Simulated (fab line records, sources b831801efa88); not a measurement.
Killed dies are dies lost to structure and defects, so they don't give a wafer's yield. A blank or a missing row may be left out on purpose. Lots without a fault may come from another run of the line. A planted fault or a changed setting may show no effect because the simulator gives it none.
fab line records | flow sky130
record lots=11 wafers=33 last_day=50
route steps=708 shown VT_ADJUST_HVTR@135 VIA2@523 METAL3@533 CAPM@550
lots that met no fault: from a run of the same line without faults
start_h: hours from the record's first day to the start of the lot's first wafer shown | wait_h: hours since the lot's step before | " the same as in the row above | L1.1+2: a row that stands for several wafers | - no value, or no start given | * or withheld: withheld | < > ~ a bound
route shown NAME@n: a module of which the file shows steps, and the number in the route of the first | usual: mean/standard deviation of fault-free wafers | same: alike in all rows | chamber/n: place in a boat | sites: the reading at each site | _std_site: their standard deviation | _edge_site: outer sites' mean less inner sites' | radius_mm: how far each site lies from the wafer's centre | mask NAME#n: copy n | behind: the tool/chamber that last shaped the wafer | hold: why the lot was held/for how many hours/how that ended | device: the transistor (n, p or np) that didn't switch | end of line: the same wafers' tests at the end of the route | a step without rows: its recipe alone | killed: dies lost to structure and defects at the first sort, not the wafer's yield | map: a wafer's dies, x killed, . not, _ none there
set.NAME: the setting as run; set.NAME@STEP: as run at that earlier step | model.NAME: the simulator's own value behind a step, which no gauge read
steps of the route over a sample of lots; a table a step, a row a wafer
services: from which hour (start_h, from the record's first day; less than 0 if before it) a tool's chamber was out of use, for how many hours, and why
## steps
# step SKY_VT_ADJUST_HVTR_EXPOSE_04
# recipe mask_id=HVTRM target_cd_nm=380 na=0.6 source_shape=conventional sigma_outer=0.6 dose_mj=150
# usual stage_vel_mm_s=500.02/0.25
# same sigma_outer=0.6
# columns lot.wafer tool chamber start_h wait_h mask stage_vel_mm_s
L591.2 iline_stepper-02 0 190.55 - HVTRM#0 499.60
L591.4 " 0 " " HVTRM#0 499.85
L591.5 " 0 " " HVTRM#0 499.69
L592.1 iline_stepper-01 0 201.48 - HVTRM#0 500.30
L592.2 " 0 " " HVTRM#0 500.24
L592.3 " 0 " " HVTRM#0 500.45
L593.1 iline_stepper-01 0 203.15 - HVTRM#0 500.22
L593.5 " 0 " " HVTRM#0 499.80
L593.6 " 0 " " HVTRM#0 500.01
L594.1 iline_stepper-02 0 209.93 - HVTRM#0 499.98
L594.2 " 0 " " HVTRM#0 500.36
L594.5 " 0 " " HVTRM#0 500.12
L595.3 iline_stepper-02 0 222.48 - HVTRM#0 500.02
L595.5 " 0 " " HVTRM#0 500.27
L595.6 " 0 " " HVTRM#0 500.46
L604.1 iline_stepper-01 0 292.34 - HVTRM#0 499.82
L604.2 " 0 " " HVTRM#0 499.84
L604.4 " 0 " " HVTRM#0 500.11
L605.2 iline_stepper-01 0 292.47 - HVTRM#0 499.41
L605.3 " 0 " " HVTRM#0 499.26
L605.5 " 0 " " HVTRM#0 499.49
L606.1 iline_stepper-02 0 299.43 - HVTRM#0 500.32
L606.3 " 0 " " HVTRM#0 500.22
L606.6 " 0 " " HVTRM#0 500.05
L610.1 iline_stepper-02 0 342.58 - HVTRM#0 499.68
L610.4 " 0 " " HVTRM#0 500.01
L610.5 " 0 " " HVTRM#0 500.14
L613.2 iline_stepper-02 0 356.40 - HVTRM#0 499.90
L613.3 " 0 " " HVTRM#0 500.34
L613.4 " 0 " " HVTRM#0 499.88
L614.2 iline_stepper-02 0 364.87 - HVTRM#0 499.89
L614.5 " 0 " " HVTRM#0 500.16
L614.6 " 0 " " HVTRM#0 500.24
# step SKY_VT_ADJUST_HVTR_OVL_MEAS_08
# usual VT_ADJUST_HVTR_OVL=0.1/1.4
# columns lot.wafer tool chamber start_h wait_h VT_ADJUST_HVTR_OVL[nm]
L591.2 overlay-01 - 200.94 0.1 -0.1
L591.4 " - " " -0.8
L591.5 " - " " 1.2
L592.1 overlay-02 - 212.63 0.1 -0.8
L592.2 " - " " -0.3
L592.3 " - " " -0.2
L593.1 overlay-02 - 213.82 0.1 -1.4
L593.5 " - " " 0.0
L593.6 " - " " 1.1
L594.1 overlay-02 - 221.33 0.1 0.4
L594.2 " - " " 0.9
L594.5 " - " " -0.5
L595.3 overlay-01 - 233.18 0.1 2.5
L595.5 " - " " 4.1
L595.6 " - " " 4.2
L604.1 overlay-01 - 305.27 0.1 167.0
L604.2 " - " " 168.3
L604.4 " - " " 168.2
L605.2 overlay-02 - 305.58 0.1 169.0
L605.3 " - " " 167.7
L605.5 " - " " 168.6
L606.1 overlay-01 - 311.88 0.1 0.8
L606.3 " - " " -0.1
L606.6 " - " " 0.8
L610.1 overlay-01 - 356.67 0.1 0.7
L610.4 " - " " -0.1
L610.5 " - " " -2.2
L613.2 overlay-02 - 369.48 0.1 2.2
L613.3 " - " " 0.4
L613.4 " - " " 1.9
L614.2 overlay-02 - 379.08 0.1 0.0
L614.5 " - " " 0.8
L614.6 " - " " -0.5
# step SKY_VIA2_STRIP_16
# recipe chemistry=O2/N2 power_w=1400 pressure_mtorr=1500 platen_temp_c=withheld o2_flow_sccm=3000 n2_flow_sccm=300 overash_fraction=0.5
# usual drypump_motor_current_A=5.9/0.64 oes_product_au=0.398/0.0046 strip_time_to_endpoint_s=4.040/0.021
# columns lot.wafer tool chamber start_h wait_h drypump_motor_current_A oes_product_au rf_hours_counter_h strip_time_to_endpoint_s
L591.2 plasma_asher-01 1 841.83 0.0 4.8 0.395 67 4.001
L591.4 " 1 " " 4.8 0.393 - 4.054
L591.5 " 1 " " 4.8 0.401 - 4.027
L592.1 plasma_asher-02 0 853.01 0.0 6.4 0.393 103 4.050
L592.2 " 1 " " 6.0 0.404 103 4.021
L592.3 " 1 " " 6.0 0.394 - 4.040
L593.1 plasma_asher-04 1 860.96 0.0 5.8 0.401 47 4.050
L593.5 " 1 " " 5.8 0.402 - 4.065
L593.6 " 0 " " 6.8 0.398 - 4.072
L594.1 plasma_asher-04 0 863.72 0.0 6.8 0.402 47 4.064
L594.2 " 1 " " 5.8 0.397 47 4.073
L594.5 " 1 " " 5.8 0.400 - 4.068
L595.3 plasma_asher-01 1 880.65 0.1 4.8 0.402 - 4.067
L595.5 " 1 " " 4.8 0.399 - 4.038
L595.6 " 0 " " 5.7 0.398 - 4.016
L604.1 plasma_asher-01 0 952.71 0.0 5.8 0.403 78 4.057
L604.2 " 1 " " 4.8 0.398 78 4.045
L604.4 " 1 " " 4.8 0.405 - 4.068
L605.2 plasma_asher-01 1 953.52 0.0 4.8 0.395 78 4.042
L605.3 " 0 " " 5.8 0.398 - 4.019
L605.5 " 1 " " 4.8 0.398 - 4.023
L606.1 plasma_asher-04 0 957.11 0.0 6.8 0.403 56 4.050
L606.3 " 0 " " 6.8 0.403 - 4.048
L606.6 " 1 " " 5.8 0.399 - 4.032
L610.1 plasma_asher-01 0 995.81 0.0 5.7 0.396 83 4.033
L610.4 " 0 " " 5.7 0.405 - 4.023
L610.5 " 1 " " 4.8 0.406 - 4.050
L613.2 plasma_asher-04 0 1010.16 0.0 6.8 0.395 61 4.070
L613.3 " 0 " " 6.8 0.388 - 4.042
L613.4 " 1 " " 5.8 0.398 - 4.041
L614.2 plasma_asher-02 1 1010.52 0.0 6.0 0.399 119 4.044
L614.5 " 1 " " 6.0 0.398 - 4.025
L614.6 " 0 " " 6.4 0.391 - 4.007
# step SKY_METAL3_SPUTTER_01
# recipe material=TiN target_thk_nm=20 power_w=6500 time_s=16.7 chamber_pressure_pa=0.4
# usual cathode_dc_power_W=6500.0/1.2 throttle_valve_pct=30.3/0.7
# columns lot.wafer tool chamber start_h wait_h cathode_dc_power_W throttle_valve_pct
L591.2 pvd_sputter-01 - 843.13 0.0 6501.5 29.2
L591.4 " - " " 6501.5 30.9
L591.5 " - " " 6498.5 31.1
L592.1 pvd_sputter-01 - 854.81 0.0 6499.6 30.8
L592.2 " - " " 6498.8 29.9
L592.3 " - " " 6500.2 31.2
L593.1 pvd_sputter-03 - 862.40 0.0 6499.6 30.7
L593.5 " - " " 6499.9 29.3
L593.6 " - " " 6499.2 30.9
L594.1 pvd_sputter-03 - 865.08 0.0 6499.8 30.7
L594.2 " - " " 6499.6 30.8
L594.5 " - " " 6499.1 30.0
L595.3 pvd_sputter-01 - 881.94 0.0 6500.0 31.1
L595.5 " - " " 6501.6 29.6
L595.6 " - " " 6502.0 30.8
L604.1 pvd_sputter-02 - 954.45 0.0 6497.3 30.9
L604.2 " - " " 6500.5 30.7
L604.4 " - " " 6500.4 31.6
L605.2 pvd_sputter-01 - 954.90 0.0 6500.6 29.9
L605.3 " - " " 6498.3 31.0
L605.5 " - " " 6498.4 30.7
L606.1 pvd_sputter-02 - 958.91 0.0 6499.3 31.0
L606.3 " - " " 6501.3 29.5
L606.6 " - " " 6499.5 30.6
L610.1 pvd_sputter-03 - 997.14 0.0 6499.7 29.1
L610.4 " - " " 6500.2 31.1
L610.5 " - " " 6499.5 30.2
L613.2 pvd_sputter-02 - 1011.60 0.0 6501.2 30.7
L613.3 " - " " 6497.5 30.7
L613.4 " - " " 6500.4 29.6
L614.2 pvd_sputter-02 - 1011.97 0.0 6500.7 29.5
L614.5 " - " " 6501.6 31.1
L614.6 " - " " 6499.0 31.0
# step SKY_CAPM_METAL_ETCH_13
# recipe target_depth_nm=220 stop_on=SiO2 chemistry=Cl2/BCl3 target=TiN pressure_mtorr=10 icp_w=900 bias_w=48.5 Cl2_flow_sccm=60 bcl3_flow_sccm=30 time_s=62.9
# usual bias_w=48.52/0.13 drypump_motor_current_A=5.71/0.13 oes_product_au=0.941/0.0072 throttle_valve_pct=21.900/0.0098
# columns lot.wafer tool chamber start_h wait_h bias_w drypump_motor_current_A oes_product_au rf_hours_counter_h throttle_valve_pct
L591.2 rie_metal-01 1 869.10 0.0 48.23 5.70 0.935 15 21.889
L591.4 " 1 " " 48.55 5.69 0.931 - 21.913
L591.5 " 0 " " 48.48 5.83 0.945 - 21.899
L592.1 rie_metal-02 1 880.84 0.0 48.60 5.72 0.934 12 21.911
L592.2 " 1 " " 48.68 5.71 0.945 - 21.896
L592.3 " 1 " " 48.60 5.72 0.949 - 21.899
L593.1 rie_metal-03 0 888.54 0.0 48.57 5.80 0.949 3 21.884
L593.5 " 1 " " 48.40 5.71 0.954 - 21.895
L593.6 " 0 " " 48.54 5.80 0.944 - 21.893
L594.1 rie_metal-02 1 890.94 0.0 48.43 5.69 0.943 13 21.902
L594.2 " 1 " " 48.36 5.70 0.944 - 21.905
L594.5 " 1 " " 48.49 5.71 0.938 - 21.881
L595.3 rie_metal-01 0 907.34 0.1 48.45 5.82 0.932 - 21.918
L595.5 " 0 " " 48.44 5.83 0.924 - 21.903
L595.6 " 0 " " 48.46 5.80 0.933 - 21.919
L604.1 rie_metal-03 0 979.25 0.0 48.83 5.81 0.944 7 21.894
L604.2 " 1 " " 48.29 5.78 0.931 16 21.905
L604.4 " 0 " " 48.59 5.78 0.937 - 21.910
L605.2 rie_metal-01 1 979.55 0.0 48.73 5.69 0.936 2 21.902
L605.3 " 1 " " 48.58 5.69 0.948 - 21.903
L605.5 " 1 " " 48.23 5.67 0.939 - 21.883
L606.1 rie_metal-03 0 982.45 0.0 48.50 5.78 0.937 7 21.894
L606.3 " 1 " " 48.40 5.72 0.942 - 21.900
L606.6 " 1 " " 48.33 5.76 0.954 - 21.877
L610.1 rie_metal-01 1 1020.54 0.0 48.52 5.71 0.939 4 21.903
L610.4 " 0 " " 48.59 5.84 0.939 - 21.890
L610.5 " 1 " " 48.57 5.70 0.939 - 21.902
L613.2 rie_metal-01 1 1034.75 0.0 48.84 5.73 0.943 5 21.908
L613.3 " 0 " " 48.64 5.82 0.934 - 21.918
L613.4 " 1 " " 48.62 5.71 0.922 - 21.903
L614.2 rie_metal-02 0 1035.39 0.0 48.61 5.34 0.949 8 21.904
L614.5 " 0 " " 48.49 5.35 0.938 - 21.891
L614.6 " 1 " " 48.68 5.70 0.948 - 21.885
## services
# columns tool chamber start_h hours kind
iline_stepper-02 - 177.73 4.4 pm
iline_stepper-02 - 216.83 3.2 repair
iline_stepper-02 - 220.65 1.7 pm
rie_metal-01 - 234.34 2.6 repair
iline_stepper-02 - 300.33 2.1 pm
rie_metal-01 - 313.35 0.7 repair
iline_stepper-02 - 316.19 3.8 repair
iline_stepper-02 - 349.79 2.3 repair
iline_stepper-02 - 435.96 1.7 pm
iline_stepper-02 - 488.33 4.3 repair
rie_metal-01 - 495.61 2.8 pm
iline_stepper-02 - 518.63 0.7 repair
rie_metal-01 1 524.44 4.8 repair
plasma_asher-01 - 596.70 0.6 repair
plasma_asher-01 - 623.35 2.8 pm
plasma_asher-01 - 626.14 0.9 repair
plasma_asher-01 - 642.90 2.5 repair
iline_stepper-02 - 654.14 1.7 pm
iline_stepper-02 - 673.99 20.8 repair
plasma_asher-01 - 680.19 1.2 repair
plasma_asher-01 - 703.49 2.3 repair
plasma_asher-01 - 737.52 46.0 pm
iline_stepper-02 - 872.32 1.7 pm
plasma_asher-01 - 997.53 1.6 repair
## key
first_sign step=SKY_VT_ADJUST_HVTR_OVL_MEAS_08 reading=VT_ADJUST_HVTR_OVL direction=up sigmas=99+ usual=0.1 struck=168.1
effect none on later readings
met_at SKY_VT_ADJUST_HVTR_EXPOSE_04
struck_lots L604,L605
tester_left_out L604,L605
not_acting_at SKY_VIA2_STRIP_16,SKY_METAL3_SPUTTER_01,SKY_CAPM_METAL_ETCH_13
onset_between 203.15 292.34
fault kind=scanner_matching_overlay tool=iline_stepper-01 chamber=- onset_h=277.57 steps=SKY_VT_ADJUST_HVTR_EXPOSE_04 offset=169.29
# tester_left_out: of these lots the tester's yield and bins aren't shown, on N5 and GAA mostly nor the transistor test; their killed dies are dies lost to structure and defects alone, not to doping, threshold or leakage, so they don't give the yield
